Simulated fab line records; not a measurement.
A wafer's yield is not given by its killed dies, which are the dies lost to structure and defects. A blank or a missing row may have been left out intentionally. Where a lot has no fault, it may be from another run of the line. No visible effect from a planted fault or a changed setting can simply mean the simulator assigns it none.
fab line records -- flow sky130 -- part 2 of 2: steps 33 to 45 of 45
[record] lots = 5, wafers = 15, last_day = 51
route steps=708 shown VT_ADJUST_LVTN@103 VT_ADJUST_NCORE@119 VT_ADJUST_HVTR@131 VT_ADJUST_PCH@143
lots with no fault: from the same line, run without faults
start_h: hours from the record's opening day to when the first of the lot's shown wafers began -- wait_h: time in hours since the lot's previous step -- " unchanged from the row above -- L1.1+2: one row covering several wafers at once -- - no value, or no start was given -- * or withheld: withheld -- < > ~ a bound
route shown NAME@n: NAME is a module with steps in the file, n the number in the route of the first one -- usual: mean/standard deviation taken from wafers without a fault -- same: alike in all rows -- chamber/n: place in a boat -- sites: per-site readings -- _std_site: how widely they spread, as a standard deviation -- _edge_site: mean of outer sites minus mean of inner sites -- radius_mm: how far each site lies from the wafer's centre -- mask NAME#n: copy n -- behind: the tool/chamber that last shaped the wafer -- hold: what put the lot on hold/how long, in hours/how the hold closed -- device: the transistor (n, p or np) that didn't switch -- end of line: at the end of the route, the tests of the same wafers -- a step given without rows: its recipe and nothing more -- killed: count of dies lost to structure and defects at first sort (not the wafer's yield) -- map: a wafer's dies, x killed, . not, _ none there
set.NAME: the setting that was run; set.NAME@STEP: the one run at that earlier step -- model.NAME: the simulator's own value behind a step, which no gauge read
a table for each step, a row for each wafer; lots at some steps of the route
services: a tool's chamber out of use, with start hour (start_h, from the record's first day; less than 0 if before it), hours out, and reason
[[steps]]
[step SKY_VT_ADJUST_HVTR_EXPOSE_04]
[recipe] mask_id = HVTRM, target_cd_nm = 380, na = 0.6, source_shape = conventional, sigma_outer = 0.6, dose_mj = 150
[usual] exposure_dose_mJ_cm2 = 151.78/0.15
lot.wafer,tool,chamber,start_h,wait_h,mask,exposure_dose_mJ_cm2
L074.1,iline_stepper-01,0,-,-,HVTRM#0,151.65
L074.3,iline_stepper-01,0,-,-,HVTRM#0,151.51
L074.6,iline_stepper-01,0,-,-,HVTRM#0,151.73
L078.2,iline_stepper-02,0,-,-,HVTRM#0,151.93
L078.3,iline_stepper-02,0,-,-,HVTRM#0,152.13
L078.5,iline_stepper-02,0,-,-,HVTRM#0,151.63
L080.1,iline_stepper-01,0,-,-,HVTRM#0,151.76
L080.2,iline_stepper-01,0,-,-,HVTRM#0,151.69
L080.4,iline_stepper-01,0,-,-,HVTRM#0,151.64
L095.2,iline_stepper-02,0,-,-,HVTRM#0,151.63
L095.3,iline_stepper-02,0,-,-,HVTRM#0,151.58
L095.5,iline_stepper-02,0,-,-,HVTRM#0,151.64
L097.1,iline_stepper-01,0,-,-,HVTRM#0,151.74
L097.4,iline_stepper-01,0,-,-,HVTRM#0,151.80
L097.5,iline_stepper-01,0,-,-,HVTRM#0,151.65
[step SKY_VT_ADJUST_HVTR_PEB_05]
[recipe] temp_c = withheld, time_s = *, resist = NOVOLAK
lot.wafer,tool,chamber,start_h,wait_h
L074.1+3+6,litho_track-03,0,-,-
L078.2+3+5,litho_track-03,0,-,-
L080.1+2+4,litho_track-03,0,-,-
L095.2+3+5,litho_track-03,0,-,-
L097.1+4+5,litho_track-04,0,-,-
[step SKY_VT_ADJUST_HVTR_DEVELOP_06]
[recipe] develop_time_s = 60, dev_temp_c = 24.14
lot.wafer,tool,chamber,start_h,wait_h
L074.1+3+6,litho_track-03,0,213.17,0.1
L078.2+3+5,litho_track-03,0,242.09,0.1
L080.1+2+4,litho_track-03,0,251.92,0.1
L095.2+3+5,litho_track-03,0,369.04,0.1
L097.1+4+5,litho_track-04,0,373.20,0.1
[step SKY_VT_ADJUST_HVTR_CD_MEAS_07]
[recipe] target_cd_nm = 380
[usual] cd_nm = 381.1/2.6
lot.wafer,tool,chamber,start_h,wait_h,cd_nm
L074.1,cd_sem-01,-,213.32,0.1,376.5
L074.3,cd_sem-01,-,213.32,0.1,378.2
L074.6,cd_sem-01,-,213.32,0.1,378.7
L078.2,cd_sem-01,-,242.24,0.1,382.1
L078.3,cd_sem-01,-,242.24,0.1,381.5
L078.5,cd_sem-01,-,242.24,0.1,382.5
L080.1,cd_sem-01,-,252.07,0.1,377.1
L080.2,cd_sem-01,-,252.07,0.1,378.2
L080.4,cd_sem-01,-,252.07,0.1,375.6
L095.2,cd_sem-02,-,369.19,0.1,381.5
L095.3,cd_sem-02,-,369.19,0.1,383.0
L095.5,cd_sem-02,-,369.19,0.1,382.6
L097.1,cd_sem-01,-,373.35,0.1,381.6
L097.4,cd_sem-01,-,373.35,0.1,384.2
L097.5,cd_sem-01,-,373.35,0.1,383.9
[step SKY_VT_ADJUST_HVTR_OVL_MEAS_08]
[usual] VT_ADJUST_HVTR_OVL = -0.7/1.2
lot.wafer,tool,chamber,start_h,wait_h,VT_ADJUST_HVTR_OVL[nm]
L074.1,overlay-01,-,213.44,0.1,-0.6
L074.3,overlay-01,-,213.44,0.1,0.3
L074.6,overlay-01,-,213.44,0.1,-1.6
L078.2,overlay-01,-,242.34,0.1,-0.8
L078.3,overlay-01,-,242.34,0.1,-1.1
L078.5,overlay-01,-,242.34,0.1,-1.3
L080.1,overlay-02,-,252.19,0.1,0.4
L080.2,overlay-02,-,252.19,0.1,-1.0
L080.4,overlay-02,-,252.19,0.1,0.4
L095.2,overlay-01,-,369.29,0.1,-1.5
L095.3,overlay-01,-,369.29,0.1,-3.4
L095.5,overlay-01,-,369.29,0.1,-0.9
L097.1,overlay-01,-,373.47,0.1,0.2
L097.4,overlay-01,-,373.47,0.1,0.0
L097.5,overlay-01,-,373.47,0.1,0.8
[step SKY_VT_ADJUST_HVTR_IMPLANT_09]
[recipe] species = B, energy_kev = 10, dose_cm2 = 2.1e+12, tilt_deg = withheld
lot.wafer,tool,chamber,start_h,wait_h
L074.1+3+6,implanter-01,0,213.47,0.0
L078.2+3+5,implanter-02,0,242.40,0.0
L080.1+2+4,implanter-01,0,252.22,0.0
L095.2+3+5,implanter-03,0,369.35,0.0
L097.1+4+5,implanter-01,0,373.51,0.0
[step SKY_VT_ADJUST_HVTR_STRIP_10]
[recipe] chemistry = O2/N2, power_w = 1423, pressure_mtorr = 1500, platen_temp_c = withheld, o2_flow_sccm = 3000, n2_flow_sccm = 300, overash_fraction = 0.5
[usual] drypump_motor_current_A = 5.8/0.36, oes_product_au = 0.723/0.0048, strip_time_to_endpoint_s = 13.97/0.039
lot.wafer,tool,chamber,start_h,wait_h,drypump_motor_current_A,oes_product_au,rf_hours_counter_h,strip_time_to_endpoint_s
L074.1,plasma_asher-01,1,213.62,0.1,5.7,0.725,55,13.95
L074.3,plasma_asher-01,1,213.62,0.1,5.7,0.719,-,14.00
L074.6,plasma_asher-01,1,213.62,0.1,5.7,0.725,-,13.96
L078.2,plasma_asher-01,1,242.52,0.1,5.8,0.725,57,14.03
L078.3,plasma_asher-01,1,242.52,0.1,5.7,0.713,-,14.04
L078.5,plasma_asher-01,1,242.52,0.1,5.8,0.719,-,14.05
L080.1,plasma_asher-01,0,252.37,0.1,5.2,0.733,58,14.04
L080.2,plasma_asher-01,1,252.37,0.1,5.8,0.724,58,14.01
L080.4,plasma_asher-01,0,252.37,0.1,5.2,0.731,-,14.01
L095.2,plasma_asher-04,1,369.47,0.1,6.3,0.720,65,14.02
L095.3,plasma_asher-04,1,369.47,0.1,6.3,0.719,-,14.01
L095.5,plasma_asher-04,1,369.47,0.1,6.3,0.720,-,14.03
L097.1,plasma_asher-04,1,373.66,0.1,6.2,0.726,66,13.97
L097.4,plasma_asher-04,0,373.66,0.1,5.6,0.725,-,13.89
L097.5,plasma_asher-04,0,373.66,0.1,5.6,0.722,-,13.92
[step SKY_VT_ADJUST_HVTR_TW_MEAS_11]
[usual] VT_ADJUST_HVTR_TW = 210.8/1.9
lot.wafer,tool,chamber,start_h,wait_h,VT_ADJUST_HVTR_TW
L074.1,film_metro-01,-,213.72,0.1,209.0
L074.3,film_metro-01,-,213.72,0.1,210.2
L074.6,film_metro-01,-,213.72,0.1,209.6
L078.2,film_metro-02,-,242.63,0.1,212.9
L078.3,film_metro-02,-,242.63,0.1,212.0
L078.5,film_metro-02,-,242.63,0.1,212.8
L080.1,film_metro-01,-,252.47,0.1,209.7
L080.2,film_metro-01,-,252.47,0.1,208.2
L080.4,film_metro-01,-,252.47,0.1,209.2
L095.2,film_metro-03,-,369.58,0.1,211.3
L095.3,film_metro-03,-,369.58,0.1,210.0
L095.5,film_metro-03,-,369.58,0.1,210.5
L097.1,film_metro-03,-,373.76,0.1,211.1
L097.4,film_metro-03,-,373.76,0.1,210.9
L097.5,film_metro-03,-,373.76,0.1,211.1
[step SKY_VT_ADJUST_PCH_DEHYDRATE_00]
[recipe] temp_c = 200, time_s = 60
lot.wafer,tool,chamber,start_h,wait_h
L074.1+3+6,litho_track-02,0,224.52,10.8
L078.2+3+5,litho_track-02,0,253.34,10.7
L080.1+2+4,litho_track-03,0,264.22,11.7
L095.2+3+5,litho_track-02,0,382.64,13.1
L097.1+4+5,litho_track-03,0,387.77,14.0
[step SKY_VT_ADJUST_PCH_HMDS_01]
[recipe] prime_time_s = 60, prime_temp_c = 120
[same] prime_time_s = 60
lot.wafer,tool,chamber,start_h,wait_h
L074.1+3+6,litho_track-02,0,224.67,0.1
L078.2+3+5,litho_track-02,0,253.49,0.1
L080.1+2+4,litho_track-03,0,264.37,0.1
L095.2+3+5,litho_track-02,0,382.79,0.1
L097.1+4+5,litho_track-03,0,387.92,0.1
[step SKY_VT_ADJUST_PCH_COAT_02]
[recipe] spin_rpm = 2000, resist_thk_nm = 3000
lot.wafer,tool,chamber,start_h,wait_h
L074.1+3+6,litho_track-02,0,224.82,0.1
L078.2+3+5,litho_track-02,0,253.64,0.1
L080.1+2+4,litho_track-03,0,264.52,0.1
L095.2+3+5,litho_track-02,0,382.94,0.1
L097.1+4+5,litho_track-03,0,388.07,0.1
[step SKY_VT_ADJUST_PCH_SOFTBAKE_03]
[recipe] temp_c = 110, time_s = withheld
lot.wafer,tool,chamber,start_h,wait_h
L074.1+3+6,litho_track-02,0,224.97,0.1
L078.2+3+5,litho_track-02,0,253.80,0.1
L080.1+2+4,litho_track-03,0,264.67,0.1
L095.2+3+5,litho_track-02,0,383.10,0.1
L097.1+4+5,litho_track-03,0,388.22,0.1
[step SKY_VT_ADJUST_PCH_EXPOSE_04]
[recipe] mask_id = NWM, na = 0.6, source_shape = conventional, sigma_outer = 0.6, polarization = unpolarized, target_cd_nm = 840, dose_mj = 255
[usual] exposure_dose_mJ_cm2 = 255.02/0.25
lot.wafer,tool,chamber,start_h,wait_h,mask,exposure_dose_mJ_cm2
L074.1,iline_stepper-02,0,-,-,NWM#0,255.09
L074.3,iline_stepper-02,0,-,-,NWM#0,255.05
L074.6,iline_stepper-02,0,-,-,NWM#0,255.08
L078.2,iline_stepper-02,0,-,-,NWM#0,254.97
L078.3,iline_stepper-02,0,-,-,NWM#0,255.31
L078.5,iline_stepper-02,0,-,-,NWM#0,254.95
L080.1,iline_stepper-01,0,-,-,NWM#0,255.13
L080.2,iline_stepper-01,0,-,-,NWM#0,255.46
L080.4,iline_stepper-01,0,-,-,NWM#0,255.22
L095.2,iline_stepper-02,0,-,-,NWM#0,255.15
L095.3,iline_stepper-02,0,-,-,NWM#0,254.70
L095.5,iline_stepper-02,0,-,-,NWM#0,255.35
L097.1,iline_stepper-02,0,-,-,NWM#0,254.72
L097.4,iline_stepper-02,0,-,-,NWM#0,255.16
L097.5,iline_stepper-02,0,-,-,NWM#0,255.21
[[services]]
tool,chamber,start_h,hours,kind
plasma_asher-04,-,144.76,23.9,pm
iline_stepper-02,-,148.01,5.8,repair
plasma_asher-03,-,158.51,19.9,repair
iline_stepper-01,-,181.06,1.7,pm
plasma_asher-01,-,182.72,3.4,repair
implanter-03,-,205.83,5.3,pm
implanter-01,-,217.47,6.1,repair
plasma_asher-01,-,239.63,2.8,pm
iline_stepper-02,-,251.59,1.7,pm
implanter-01,-,276.78,6.9,pm
iline_stepper-02,-,287.34,4.4,pm
plasma_asher-03,-,293.40,2.7,repair
implanter-04,-,297.40,5.4,pm
iline_stepper-02,-,302.05,20.4,repair
implanter-01,-,310.29,5.1,repair
plasma_asher-01,-,331.24,0.4,repair
iline_stepper-01,-,333.48,4.4,pm
plasma_asher-03,-,340.07,2.8,repair
iline_stepper-01,-,348.89,2.1,pm
implanter-01,-,353.62,16.2,pm
plasma_asher-01,-,354.31,7.2,repair
implanter-04,-,355.78,48.2,repair
implanter-01,-,379.13,2.7,repair
iline_stepper-01,-,380.13,11.0,repair
